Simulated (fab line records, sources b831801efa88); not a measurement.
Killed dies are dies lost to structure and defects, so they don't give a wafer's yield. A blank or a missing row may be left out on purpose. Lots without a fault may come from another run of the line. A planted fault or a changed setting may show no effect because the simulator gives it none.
fab line records | flow sky130
record lots=11 wafers=33 last_day=50
route steps=708 shown SONOS_ONO@172 GATE_OXIDE@200 SD_P@328 RES_XHIGH@341
lots that met no fault: from a run of the same line without faults
start_h: hours from the record's first day to the start of the lot's first wafer shown | wait_h: hours since the lot's step before | " the same as in the row above | L1.1+2: a row that stands for several wafers | - no value, or no start given | * or withheld: withheld | < > ~ a bound
route shown NAME@n: a module of which the file shows steps, and the number in the route of the first | usual: mean/standard deviation of fault-free wafers | same: alike in all rows | chamber/n: place in a boat | sites: the reading at each site | _std_site: their standard deviation | _edge_site: outer sites' mean less inner sites' | radius_mm: how far each site lies from the wafer's centre | mask NAME#n: copy n | behind: the tool/chamber that last shaped the wafer | hold: why the lot was held/for how many hours/how that ended | device: the transistor (n, p or np) that didn't switch | end of line: the same wafers' tests at the end of the route | a step without rows: its recipe alone | killed: dies lost to structure and defects at the first sort, not the wafer's yield | map: a wafer's dies, x killed, . not, _ none there
set.NAME: the setting as run; set.NAME@STEP: as run at that earlier step | model.NAME: the simulator's own value behind a step, which no gauge read
steps of the route over a sample of lots; a table a step, a row a wafer
services: from which hour (start_h, from the record's first day; less than 0 if before it) a tool's chamber was out of use, for how many hours, and why
## steps
# step SKY_SONOS_ONO_CVD_04
# recipe material=SiO2 precursor=SiH4/N2O target_thk_nm=5.7199 temp_c=900 pressure_mtorr=400
# usual spike_tc_bottom_C=922.8/2.8 spike_tc_centre_C=901.8/0.96 spike_tc_lower_C=901.0/1.6 spike_tc_top_C=908.1/1.7 spike_tc_upper_C=899.8/1.3 susceptor_temp_C=900.0/0.41 zone_power_bottom_pct=27.6/0.4 zone_power_centre_pct=18.98/0.26 zone_power_upper_pct=15.18/0.21
# columns lot.wafer tool chamber start_h wait_h spike_tc_bottom_C spike_tc_centre_C spike_tc_lower_C spike_tc_top_C spike_tc_upper_C susceptor_temp_C zone_power_bottom_pct zone_power_centre_pct zone_power_upper_pct
L800.2 lpcvd-03 1 266.47 0.0 925.1 901.8 903.1 910.0 898.0 899.7 26.7 18.79 15.15
L800.3 " 1 " " 924.0 903.5 901.4 909.5 897.7 899.9 27.2 18.97 15.37
L800.6 " 1 " " 925.1 903.0 903.3 909.9 898.8 900.1 27.1 19.07 14.96
L801.2 lpcvd-03 1 277.12 0.0 925.8 901.9 899.7 908.2 898.3 901.0 27.2 19.38 14.92
L801.3 " 1 " " 924.9 901.0 901.3 909.2 899.5 900.8 27.2 18.85 14.94
L801.5 " 1 " " 924.8 903.2 902.5 907.6 898.9 900.8 26.6 18.83 14.84
L802.4 lpcvd-03 1 286.50 0.0 923.5 903.1 901.3 909.1 897.4 899.3 27.3 18.96 15.13
L802.5 " 1 " " 925.2 902.1 903.3 909.4 898.2 899.7 27.4 19.02 14.87
L802.6 " 1 " " 925.5 902.2 902.4 909.0 899.0 899.6 27.1 19.07 15.17
L806.3 lpcvd-03 0 324.02 0.0 919.2 902.5 900.3 907.5 900.3 899.9 27.8 18.59 15.29
L806.4 " 0 " " 920.2 901.5 899.0 907.3 898.7 899.9 27.7 18.54 15.26
L806.6 " 0 " " 918.2 901.8 901.6 906.5 900.6 899.6 27.9 18.74 15.25
L807.1 lpcvd-03 0 324.02 0.1 919.0 902.3 899.3 906.5 901.7 900.5 28.0 18.87 15.25
L807.5 " 0 " " 919.2 902.3 899.5 907.0 900.9 900.1 27.8 18.80 15.55
L807.6 " 0 " " 919.5 901.4 898.2 906.0 901.6 899.7 27.4 18.86 15.42
L808.2 lpcvd-03 1 338.30 0.0 949.2 927.7 925.4 932.7 923.6 924.3 29.4 20.05 16.14
L808.3 " 1 " " 950.9 927.5 927.0 934.1 924.4 924.1 28.9 19.91 15.79
L808.4 " 1 " " 950.0 924.4 927.9 934.9 922.9 924.4 28.9 20.25 16.23
L809.1 lpcvd-03 1 351.53 0.8 947.5 927.4 925.7 936.1 924.5 924.8 29.1 20.51 15.61
L809.4 " 1 " " 948.9 926.5 926.8 933.5 923.6 924.7 28.9 20.36 16.25
L809.6 " 1 " " 947.7 925.6 925.4 934.0 922.8 924.9 29.1 20.48 15.89
L810.2 lpcvd-03 0 351.53 0.8 943.4 927.8 923.1 930.0 925.6 924.4 29.8 19.85 16.45
L810.3 " 0 " " 946.1 927.2 923.8 929.9 924.5 924.2 29.9 20.22 16.44
L810.6 " 0 " " 946.0 928.0 923.3 931.8 924.7 924.5 29.8 20.17 16.33
L819.3 lpcvd-03 0 422.42 0.0 919.7 900.9 898.8 906.7 902.2 899.6 27.9 18.80 15.38
L819.5 " 0 " " 920.2 901.1 899.8 906.0 901.6 899.6 28.3 18.80 15.17
L819.6 " 0 " " 919.8 902.9 899.7 907.3 900.9 900.0 27.9 18.79 15.16
L820.1 lpcvd-03 1 447.38 0.1 926.0 901.5 900.9 908.5 899.5 899.6 27.5 18.99 15.13
L820.3 " 1 " " 923.8 901.5 901.1 911.2 900.3 899.5 27.2 19.20 15.10
L820.5 " 1 " " 925.7 902.1 903.1 908.7 900.5 899.8 27.9 19.17 15.07
L821.1 lpcvd-03 1 447.38 0.1 923.2 900.7 902.3 910.1 898.9 899.6 27.8 19.01 15.20
L821.5 " 1 " " 925.7 901.8 900.7 911.1 900.0 899.9 27.4 19.02 14.87
L821.6 " 1 " " 925.3 902.1 903.9 909.3 900.7 899.7 27.6 19.02 15.21
# step SKY_SONOS_ONO_THK_MEAS_05
# recipe reads=SiO2_of_SONOS_ONO_CVD_04
# usual SONOS_ONO_CVD_04_THK=5.70/0.11
# columns lot.wafer tool chamber start_h wait_h SONOS_ONO_CVD_04_THK[nm]
L800.2 film_metro-04 - 267.73 0.0 5.62
L800.3 " - " " 5.60
L800.6 " - " " 5.56
L801.2 film_metro-04 - 278.38 0.0 5.84
L801.3 " - " " 5.78
L801.5 " - " " 5.74
L802.4 film_metro-03 - 287.78 0.0 5.83
L802.5 " - " " 5.87
L802.6 " - " " 5.87
L807.1 film_metro-01 - 325.27 0.0 5.90
L807.5 " - " " 5.71
L807.6 " - " " 5.90
L806.3 film_metro-03 - 325.29 0.0 5.66
L806.4 " - " " 5.83
L806.6 " - " " 5.78
L808.2 film_metro-01 - 339.56 0.0 8.22
L808.3 " - " " 8.23
L808.4 " - " " 8.25
L809.1 film_metro-04 - 352.78 0.0 8.39
L809.4 " - " " 8.45
L809.6 " - " " 8.35
L810.2 film_metro-01 - 352.79 0.0 8.40
L810.3 " - " " 8.35
L810.6 " - " " 8.45
L819.3 film_metro-03 - 424.32 0.0 5.54
L819.5 " - " " 5.69
L819.6 " - " " 5.71
L820.1 film_metro-01 - 448.63 0.0 5.86
L820.3 " - " " 5.87
L820.5 " - " " 5.98
L821.1 film_metro-04 - 448.63 0.0 5.78
L821.5 " - " " 5.88
L821.6 " - " " 5.78
# step SKY_GATE_OXIDE_STRIP_13
# recipe chemistry=O2/N2 power_w=1400 pressure_mtorr=1500 platen_temp_c=withheld o2_flow_sccm=3000 n2_flow_sccm=300 overash_fraction=0.5
# usual drypump_motor_current_A=6.0/0.47 o2_flow_sccm=2999/8.3 oes_product_au=0.715/0.0046 strip_time_to_endpoint_s=14.17/0.039
# columns lot.wafer tool chamber start_h wait_h drypump_motor_current_A o2_flow_sccm oes_product_au rf_hours_counter_h strip_time_to_endpoint_s
L800.2 plasma_asher-01 0 318.99 0.0 5.3 3001 0.712 65 14.20
L800.3 " 1 " " 6.3 3005 0.713 - 14.23
L800.6 " 0 " " 5.3 3005 0.714 - 14.19
L801.2 plasma_asher-03 1 335.37 0.0 5.7 2986 0.710 48 14.13
L801.3 " 0 " " 6.3 2993 0.717 - 14.15
L801.5 " 1 " " 5.7 2997 0.707 - 14.14
L802.4 plasma_asher-04 1 347.18 0.0 6.7 3001 0.722 - 14.20
L802.5 " 0 " " 5.3 2996 0.713 - 14.13
L802.6 " 1 " " 6.7 2980 0.721 - 14.20
L806.3 plasma_asher-01 0 383.38 0.0 5.3 3004 0.713 - 14.15
L806.4 " 1 " " 6.3 2986 0.711 - 14.16
L806.6 " 1 " " 6.3 3005 0.713 - 14.16
L807.1 plasma_asher-03 1 384.00 0.0 5.7 2995 0.716 52 14.19
L807.5 " 0 " " 6.3 3001 0.713 - 14.19
L807.6 " 1 " " 5.7 3013 0.720 - 14.24
L808.2 plasma_asher-04 0 398.04 0.0 5.3 3004 0.707 27 14.12
L808.3 " 1 " " 6.6 2997 0.714 - 14.12
L808.4 " 0 " " 5.3 2996 0.718 - 14.19
L810.2 plasma_asher-01 1 412.09 0.0 6.3 3004 0.716 74 14.14
L810.3 " 1 " " 6.3 2999 0.720 - 14.12
L810.6 " 0 " " 5.3 3007 0.717 - 14.14
L809.1 plasma_asher-03 1 412.10 0.0 5.7 3000 0.722 55 14.15
L809.4 " 0 " " 6.3 2992 0.728 - 14.20
L809.6 " 0 " " 6.3 2984 0.717 - 14.19
L819.3 plasma_asher-03 1 487.48 0.0 5.7 2998 0.719 - 14.18
L819.5 " 1 " " 5.7 2992 0.714 - 14.21
L819.6 " 0 " " 6.3 3009 0.714 - 14.20
L820.1 plasma_asher-03 1 511.46 0.0 5.7 2998 0.716 66 14.28
L820.3 " 1 " " 5.7 2991 0.716 - 14.24
L820.5 " 1 " " 5.7 3005 0.716 - 14.25
L821.1 plasma_asher-04 0 512.10 0.0 5.3 2995 0.714 37 14.08
L821.5 " 0 " " 5.3 2996 0.713 - 14.07
L821.6 " 1 " " 6.6 2982 0.727 - 14.08
# step SKY_SD_P_OVL_MEAS_08
# usual SD_P_OVL=-0.4/1.3
# columns lot.wafer tool chamber start_h wait_h SD_P_OVL[nm]
L800.2 overlay-02 - 599.28 0.1 -1.8
L800.3 " - " " -1.1
L800.6 " - " " 0.2
L802.4 overlay-01 - 628.44 0.1 -1.5
L802.5 " - " " -3.5
L802.6 " - " " -1.1
L801.2 overlay-01 - 631.48 0.1 2.8
L801.3 " - " " -0.3
L801.5 " - " " 1.4
L806.3 overlay-01 - 664.14 0.1 2.4
L806.4 " - " " -0.3
L806.6 " - " " -0.1
L807.1 overlay-01 - 668.12 0.1 -2.6
L807.5 " - " " -2.8
L807.6 " - " " -1.9
L808.2 overlay-01 - 688.41 0.1 0.7
L808.3 " - " " -1.7
L808.4 " - " " -0.9
L810.2 overlay-01 - 694.33 0.1 0.0
L810.3 " - " " 0.2
L810.6 " - " " -2.0
L809.1 overlay-01 - 694.85 0.1 -2.1
L809.4 " - " " -1.9
L809.6 " - " " -2.9
L819.3 overlay-01 - 759.69 0.1 0.1
L819.5 " - " " 1.5
L819.6 " - " " 1.7
L820.1 overlay-01 - 780.52 0.1 1.1
L820.3 " - " " -0.8
L820.5 " - " " 0.9
L821.1 overlay-01 - 784.78 0.1 1.2
L821.5 " - " " -1.0
L821.6 " - " " -0.2
# step SKY_RES_XHIGH_TW_MEAS_09
# usual RES_XHIGH_TW=1643/16
# columns lot.wafer tool chamber start_h wait_h RES_XHIGH_TW
L800.2 film_metro-04 - 628.77 0.1 1636
L800.3 " - " " 1619
L800.6 " - " " 1624
L802.4 film_metro-04 - 657.44 0.1 1640
L802.5 " - " " 1639
L802.6 " - " " 1629
L801.2 film_metro-02 - 661.07 0.1 1650
L801.3 " - " " 1652
L801.5 " - " " 1656
L806.3 film_metro-03 - 693.23 0.1 1652
L806.4 " - " " 1657
L806.6 " - " " 1654
L807.1 film_metro-02 - 696.41 0.1 1655
L807.5 " - " " 1660
L807.6 " - " " 1651
L808.2 film_metro-03 - 716.44 0.1 1648
L808.3 " - " " 1651
L808.4 " - " " 1646
L810.2 film_metro-03 - 722.07 0.1 1639
L810.3 " - " " 1641
L810.6 " - " " 1641
L809.1 film_metro-02 - 723.16 0.1 1667
L809.4 " - " " 1650
L809.6 " - " " 1658
L819.3 film_metro-03 - 787.20 0.1 1643
L819.5 " - " " 1647
L819.6 " - " " 1645
L820.1 film_metro-03 - 807.41 0.1 1660
L820.3 " - " " 1654
L820.5 " - " " 1660
L821.1 film_metro-03 - 812.03 0.1 1650
L821.5 " - " " 1656
L821.6 " - " " 1652
## services
# columns tool chamber start_h hours kind
plasma_asher-04 - 304.82 4.3 pm
lpcvd-03 - 345.42 6.1 pm
plasma_asher-01 - 421.25 9.0 pm
plasma_asher-01 0 421.25 9.0 vent_cycle
plasma_asher-01 1 421.25 9.0 vent_cycle
plasma_asher-01 - 430.25 28.1 pm
plasma_asher-01 0 430.25 - clean
plasma_asher-01 1 430.25 - clean
plasma_asher-01 - 453.58 1.9 repair
plasma_asher-04 - 479.01 18.1 repair
plasma_asher-01 - 483.58 2.6 repair
## key
first_sign step=SKY_SONOS_ONO_CVD_04 reading=susceptor_temp_C direction=up sigmas=60 usual=* struck=*
effect step=SKY_SONOS_ONO_CVD_04 reading=spike_tc_centre_C direction=up sigmas=26 usual=901.8 struck=926.9
effect step=SKY_SONOS_ONO_THK_MEAS_05 reading=SONOS_ONO_CVD_04_THK direction=up sigmas=24 usual=5.70 struck=8.34
met_at SKY_SONOS_ONO_CVD_04
struck_lots L808,L809,L810
tester_left_out L808,L809,L810
not_acting_at SKY_GATE_OXIDE_STRIP_13,SKY_SD_P_OVL_MEAS_08,SKY_RES_XHIGH_TW_MEAS_09
onset_between 324.02 338.30
fault kind=process_parameter_drift tool=lpcvd-03 chamber=- onset_h=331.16 steps=SKY_SONOS_ONO_CVD_04 channel=temp_c offset=* shape=step end_h=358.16 stated=*
# tester_left_out: of these lots the tester's yield and bins aren't shown, on N5 and GAA mostly nor the transistor test; their killed dies are dies lost to structure and defects alone, not to doping, threshold or leakage, so they don't give the yield
